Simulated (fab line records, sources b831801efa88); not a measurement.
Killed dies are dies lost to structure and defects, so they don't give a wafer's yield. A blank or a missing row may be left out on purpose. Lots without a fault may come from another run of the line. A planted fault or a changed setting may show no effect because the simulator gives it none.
fab line records | flow sky130
record lots=7 wafers=21 last_day=50
route steps=708 shown VIA3@575 PAD_OPEN@708
lots that met no fault: from a run of the same line without faults
start_h: hours from the record's first day to the start of the lot's first wafer shown | wait_h: hours since the lot's step before | " the same as in the row above | L1.1+2: a row that stands for several wafers | - no value, or no start given | * or withheld: withheld | < > ~ a bound
route shown NAME@n: a module of which the file shows steps, and the number in the route of the first | usual: mean/standard deviation of fault-free wafers | same: alike in all rows | chamber/n: place in a boat | sites: the reading at each site | _std_site: their standard deviation | _edge_site: outer sites' mean less inner sites' | radius_mm: how far each site lies from the wafer's centre | mask NAME#n: copy n | behind: the tool/chamber that last shaped the wafer | hold: why the lot was held/for how many hours/how that ended | device: the transistor (n, p or np) that didn't switch | end of line: the same wafers' tests at the end of the route | a step without rows: its recipe alone | killed: dies lost to structure and defects at the first sort, not the wafer's yield | map: a wafer's dies, x killed, . not, _ none there
set.NAME: the setting as run; set.NAME@STEP: as run at that earlier step | model.NAME: the simulator's own value behind a step, which no gauge read
lots at some steps of the route; a table a step, a row a wafer
services: from which hour (start_h, from the record's first day; less than 0 if before it) a tool's chamber was out of use, for how many hours, and why
## steps
# step SKY_VIA3_CMP_02
# recipe material=SiO2 down_force_psi=4 platen_rpm=60 pad_velocity_m_s=0.94248
# usual head_pressure_psi=3.999/0.008 motor_current_A=12.1/1.2 platen_rpm=60.00/0.039
# columns lot.wafer tool chamber start_h wait_h head_pressure_psi motor_current_A platen_rpm
L432.4 cmp-02 1 972.86 0.1 4.010 13.1 60.02
L432.6 " 3 " " 3.997 10.5 60.05
L432.5 " 0 " " 3.991 11.8 60.03
L433.3 cmp-02 0 982.30 0.0 3.996 11.1 59.96
L433.1 " 2 " " 3.993 12.3 59.99
L433.2 " 3 " " 4.000 10.1 59.88
L435.1 cmp-02 2 993.94 0.1 3.990 12.7 59.93
L435.4 " 3 " " 4.007 10.4 59.96
L435.2 " 1 " " 3.995 13.2 60.09
L436.4 cmp-02 1 994.66 0.0 3.996 12.5 60.03
L436.1 " 2 " " 4.005 12.7 60.02
L436.5 " 2 " " 4.003 12.6 59.95
L440.1 cmp-02 1 1025.54 0.1 4.009 12.0 60.00
L440.2 " 3 " " 3.998 10.1 59.96
L440.6 " 1 " " 4.015 12.4 60.00
L444.2 cmp-01 1 1048.32 0.1 4.005 14.1 59.99
L444.1 " 3 " " 4.013 14.0 59.99
L444.6 " 0 " " 3.997 11.9 60.03
L446.2 cmp-01 1 1062.14 0.0 3.987 13.1 59.99
L446.1 " 0 " " 4.008 11.4 60.00
L446.6 " 2 " " 4.004 12.4 60.04
# step SKY_VIA3_BOW_MEAS_03
# recipe mode=bow
# usual VIA3_BOW=78/8.4
# columns lot.wafer tool chamber start_h wait_h VIA3_BOW[um]
L432.4 film_metro-04 - 973.12 0.2 91
L432.5 " - " " 75
L432.6 " - " " 93
L433.1 film_metro-04 - 982.60 0.1 74
L433.2 " - " " 65
L433.3 " - " " 74
L435.1 film_metro-02 - 994.24 0.2 90
L435.2 " - " " 82
L435.4 " - " " 79
L436.1 film_metro-03 - 994.96 0.2 73
L436.4 " - " " 82
L436.5 " - " " 89
L440.1 film_metro-03 - 1025.84 0.2 87
L440.2 " - " " 73
L440.6 " - " " 96
L444.1 film_metro-04 - 1048.57 0.1 59
L444.2 " - " " 75
L444.6 " - " " 81
L446.1 film_metro-03 - 1062.44 0.1 88
L446.2 " - " " 92
L446.6 " - " " 71
# step SKY_VIA3_DEHYDRATE_04
# recipe temp_c=200 time_s=60
# step SKY_VIA3_HMDS_05
# recipe prime_time_s=60 prime_temp_c=120
# step SKY_VIA3_COAT_06
# recipe resist=BARC temp_c=withheld time_s=withheld spin_rpm=3000 resist_thk_nm=60
# step SKY_VIA3_COAT_07
# recipe resist=KrF-thick spin_rpm=3000 resist_thk_nm=450
# step SKY_VIA3_SOFTBAKE_08
# recipe temp_c=100 time_s=90 resist=KrF-thick
# step SKY_VIA3_EXPOSE_09
# recipe mask_id=VIM3 na=0.8 source_shape=annular sigma_inner=0.55 sigma_outer=0.85 target_cd_nm=200 dose_mj=38
# step SKY_VIA3_PEB_10
# recipe peb_temp_c=withheld peb_time_s=withheld resist=KrF-thick
# step SKY_VIA3_DEVELOP_11
# recipe develop_time_s=60 resist=KrF-thick dev_temp_c=21
# step SKY_VIA3_CD_MEAS_12
# recipe target_cd_nm=200
# usual cd_nm=200.0/1.4
# columns lot.wafer tool chamber start_h wait_h cd_nm
L432.4 cd_sem-02 - 997.06 - 199.4
L432.5 " - " " 199.6
L432.6 " - " " 199.1
L433.1 cd_sem-01 - 1006.69 - 202.4
L433.2 " - " " 204.7
L433.3 " - " " 205.3
L435.1 cd_sem-01 - 1016.95 - 199.9
L435.2 " - " " 200.8
L435.4 " - " " 199.2
L436.1 cd_sem-01 - 1018.55 - 199.9
L436.4 " - " " 200.6
L436.5 " - " " 199.2
L440.1 cd_sem-02 - 1048.24 - 199.0
L440.2 " - " " 199.2
L440.6 " - " " 199.5
L444.1 cd_sem-01 - 1071.14 - 201.4
L444.2 " - " " 199.4
L444.6 " - " " 201.5
L446.1 cd_sem-01 - 1083.70 - 201.3
L446.2 " - " " 199.9
L446.6 " - " " 201.1
# step SKY_VIA3_OVL_MEAS_13
# usual VIA3_OVL=-3/6
# columns lot.wafer tool chamber start_h wait_h VIA3_OVL[nm]
L432.4 overlay-02 - 997.14 0.1 -2
L432.5 " - " " 0
L432.6 " - " " 0
L433.1 overlay-02 - 1006.81 0.1 -3
L433.2 " - " " 0
L433.3 " - " " -6
L435.1 overlay-02 - 1017.07 0.1 -1
L435.2 " - " " -4
L435.4 " - " " -6
L436.1 overlay-02 - 1018.67 0.1 -9
L436.4 " - " " 2
L436.5 " - " " -8
L440.1 overlay-01 - 1048.36 0.1 -1
L440.2 " - " " -5
L440.6 " - " " -9
L444.1 overlay-01 - 1071.26 0.1 -1
L444.2 " - " " 4
L444.6 " - " " -4
L446.1 overlay-01 - 1083.82 0.1 -9
L446.2 " - " " -6
L446.6 " - " " -7
# step SKY_VIA3_ETCH_14
# recipe chemistry=N2/H2 target=BARC ion_energy_ev=200 source_w=500 bias_w=100 pressure_mtorr=30 n2_flow_sccm=100 h2_flow_sccm=200 stop_on=SiO2 time_s=45.9 target_depth_a=600
# usual drypump_motor_current_A=5.8/0.47 oes_product_au=0.855/0.005 run_length_s=74.2/0.37 throttle_valve_pct=13.225/0.01
# columns lot.wafer tool chamber start_h wait_h drypump_motor_current_A oes_product_au rf_hours_counter_h run_length_s throttle_valve_pct model.KrF-thick_of_VIA3_COAT_07.thk_nm
L432.4 rie_diel-04 1 997.16 0.0 5.7 0.928 21 70.4 13.215 396.5
L432.5 " 2 " " 5.2 0.927 - 70.6 13.235 398.9
L432.6 " 3 " " 6.2 0.929 - 70.8 13.219 396.8
L433.1 rie_diel-04 0 1006.85 0.0 6.5 0.920 8 70.1 13.249 395.7
L433.2 " 1 " " 5.7 0.923 21 70.2 13.224 395.6
L433.3 " 3 " " 6.2 0.913 18 70.5 13.221 397.8
L435.1 rie_diel-02 1 1017.11 0.0 6.6 0.857 14 74.1 13.225 392.5
L435.2 " 2 " " 5.8 0.854 14 74.6 13.234 393.8
L435.4 " 0 " " 5.2 0.849 1 74.0 13.233 392
L436.1 rie_diel-04 1 1018.71 0.0 5.7 0.931 22 70.3 13.226 396
L436.4 " 0 " " 6.5 0.934 9 70.3 13.233 396.9
L436.5 " 1 " " 5.7 0.920 - 70.2 13.240 395.4
L440.1 rie_diel-01 0 1048.40 0.0 5.7 0.842 28 74.4 13.217 391.9
L440.2 " 1 " " 6.3 0.848 21 74.4 13.228 392.5
L440.6 " 1 " " 6.3 0.845 - 75.0 13.211 392.8
L444.1 rie_diel-01 0 1071.30 0.0 5.7 0.860 29 74.4 13.223 392.3
L444.2 " 3 " " 5.3 0.844 19 74.1 13.233 392.7
L444.6 " 1 " " 6.3 0.861 - 74.5 13.211 393
L446.1 rie_diel-04 0 1083.86 0.0 6.5 0.854 11 73.9 13.232 391.1
L446.2 " 1 " " 5.7 0.850 24 74.0 13.237 388.6
L446.6 " 2 " " 5.3 0.856 - 74.6 13.225 390.4
# step SKY_VIA3_ETCH_15
# recipe target=SiO2 chemistry=C4F8/O2/Ar target_depth_nm=507 stop_on=TiN mask_material=KrF-thick source_w=1500 bias_w=1200 pressure_mtorr=40 c4f8_flow_sccm=withheld O2_flow_sccm=6 Ar_flow_sccm=300 time_s=78
# usual oes_product_au=0.946/0.0049 run_length_s=106.3/0.33
# columns lot.wafer tool chamber start_h wait_h oes_product_au rf_hours_counter_h run_length_s
L432.4 rie_diel-04 1 997.20 0.0 0.953 21 106.5
L432.5 " 2 " " 0.943 - 106.4
L432.6 " 3 " " 0.946 - 106.3
L433.1 rie_diel-04 0 1006.89 0.0 0.948 8 105.9
L433.2 " 1 " " 0.952 21 106.1
L433.3 " 3 " " 0.949 18 106.5
L435.1 rie_diel-02 1 1017.15 0.0 0.953 14 106.2
L435.2 " 2 " " 0.948 14 106.2
L435.4 " 0 " " 0.940 1 105.9
L436.1 rie_diel-04 1 1018.75 0.0 0.942 22 106.7
L436.4 " 0 " " 0.948 9 105.9
L436.5 " 1 " " 0.953 - 106.2
L440.1 rie_diel-01 0 1048.44 0.0 0.944 28 106.4
L440.2 " 1 " " 0.946 21 106.6
L440.6 " 1 " " 0.955 - 106.8
L444.1 rie_diel-01 0 1071.34 0.0 0.955 29 106.6
L444.2 " 3 " " 0.945 19 105.8
L444.6 " 1 " " 0.947 - 106.7
L446.1 rie_diel-04 0 1083.90 0.0 0.939 11 106.1
L446.2 " 1 " " 0.960 24 106.4
L446.6 " 2 " " 0.954 - 106.7
# step SKY_PAD_OPEN_PROBE_99
# usual defect_limited_yield=82.4/1.8 killed_at_M0_to_M3=43/6.8 killed_at_M4_up=3.1/1.6 killed_at_contacts=24/5.4 killed_at_front_end=16/4.4 killed_at_other=0.2/0.48 killed_dies=87/8.8 killed_open=48/6.4 killed_short=39/6.2 sort_bin_3_pad_short=0.9/0.43 sort_bin_5_function=10.5/1.4 sort_bin_6_memory=6.2/1.1 sort_n_pass=405/8.8 sort_yield_pct=82.4/1.8
# same gross_dies=492 killed_at_back_side=0 sort_bin_4_leakage[%]=0 sort_bin_8_speed[%]=0
# columns lot.wafer tool chamber start_h wait_h defect_limited_yield[%] killed_at_M0_to_M3 killed_at_M4_up killed_at_contacts killed_at_front_end killed_at_other killed_dies killed_open killed_short sort_bin_3_pad_short[%] sort_bin_5_function[%] sort_bin_6_memory[%] sort_n_pass sort_yield_pct[%]
L432.4 prober-02 - 1135.02 0.2 82.7 44 3 20 17 1 85 49 36 1.6 10.6 5.1 407 82.7
L432.5 prober-02 - 1135.07 0.2 80.5 44 5 31 16 0 96 55 41 0.8 14.2 4.5 396 80.5
L432.6 prober-02 - 1135.12 0.2 80.9 37 6 35 16 0 94 50 44 1.2 12.6 5.3 398 80.9
L440.1 prober-02 - 1174.79 0.1 83.1 39 2 26 16 0 83 45 38 1.2 9.1 6.5 409 83.1
L440.2 prober-02 - 1174.84 0.1 81.9 36 3 27 22 1 89 51 38 1.2 9.6 7.3 403 81.9
L440.6 prober-02 - 1175.04 0.2 82.5 35 4 34 13 0 86 46 40 1.2 10.6 5.7 406 82.5
# killed by level:class
L432.4 CONTACT:geometric_particle:open=10 VIA1:geometric_particle:open=10 VIA2:geometric_particle:open=8 VIA1:geometric_particle:short=7 FIELD_ISO:geometric_particle:short=5 FIELD_ISO:geometric_particle:open=5 CONTACT:geometric_particle:short=4 METAL1:geometric_particle:short=4
L432.5 VIA1:geometric_particle:open=15 CONTACT:geometric_particle:open=9 LOCAL_INTERCONNECT:geometric_particle:short=7 METAL2:geometric_particle:short=7 FIELD_ISO:geometric_particle:open=6 VIA2:geometric_particle:open=6 CONTACT:geometric_particle:short=5 POLY_GATE:geometric_particle:open=4
L432.6 VIA1:geometric_particle:open=13 CONTACT:geometric_particle:open=12 LOCAL_INTERCONNECT:geometric_particle:short=10 VIA3:geometric_particle:open=6 FIELD_ISO:geometric_particle:open=5 LI_CONTACT:geometric_particle:open=5 METAL4:geometric_particle:short=5 VIA1:geometric_particle:short=5
L440.1 CONTACT:geometric_particle:open=9 CONTACT:geometric_particle:short=7 VIA1:geometric_particle:open=7 VIA2:geometric_particle:open=6 VIA3:geometric_particle:open=6 POLY_GATE:geometric_particle:short=5 LI_CONTACT:geometric_particle:open=5 METAL1:geometric_particle:short=5
L440.2 VIA1:geometric_particle:open=10 CONTACT:geometric_particle:open=9 LI_CONTACT:geometric_particle:open=8 FIELD_ISO:geometric_particle:open=6 VIA1:geometric_particle:short=6 POLY_GATE:geometric_particle:short=5 LOCAL_INTERCONNECT:geometric_particle:short=4 VIA2:geometric_particle:open=4
L440.6 CONTACT:geometric_particle:open=10 CONTACT:geometric_particle:short=10 VIA1:geometric_particle:open=9 LI_CONTACT:geometric_particle:open=9 METAL2:geometric_particle:short=5 POLY_GATE:geometric_particle:short=4 VIA2:geometric_particle:short=4 FIELD_ISO:geometric_particle:open=3
## services
# columns tool chamber start_h hours kind
rie_diel-02 - 954.11 0.7 repair
rie_diel-04 3 956.49 8.2 repair
rie_diel-04 2 965.59 30.5 repair
rie_diel-02 0 972.47 - clean
rie_diel-02 0 972.47 25.5 scheduled_down
rie_diel-02 0 972.47 25.5 vent_cycle
rie_diel-04 0 983.80 3.0 repair
cmp-02 - 995.38 1.0 repair
cmp-01 - 1005.54 5.3 pm
cmp-02 - 1012.54 1.5 repair
cmp-01 - 1014.56 8.1 repair
rie_diel-01 2 1025.53 2.7 repair
rie_diel-04 0 1027.04 2.8 repair
cmp-01 - 1039.64 2.1 repair
rie_diel-04 0 1047.31 6.3 repair
rie_diel-04 0 1056.76 3.4 repair
cmp-02 - 1058.08 0.2 repair
cmp-02 - 1068.08 1.5 repair
rie_diel-02 3 1083.11 4.0 repair
## key
first_sign step=SKY_VIA3_ETCH_14 reading=oes_product_au direction=up sigmas=14 usual=0.855 struck=0.925
effect step=SKY_VIA3_ETCH_14 reading=run_length_s direction=down sigmas=10 usual=* struck=*
model_effect step=SKY_VIA3_ETCH_14 value=KrF-thick_of_VIA3_COAT_07.thk_nm without=393.1 struck=396.6
met_at SKY_VIA3_ETCH_14
struck_wafers L432.4,L432.5,L432.6,L433.1,L433.2,L433.3,L436.1,L436.4,L436.5
fault kind=process_parameter_drift tool=rie_diel-04 chamber=- onset_h=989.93 steps=SKY_VIA3_ETCH_14 channel=time_s offset=* shape=step end_h=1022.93 acts_in=* stated=*
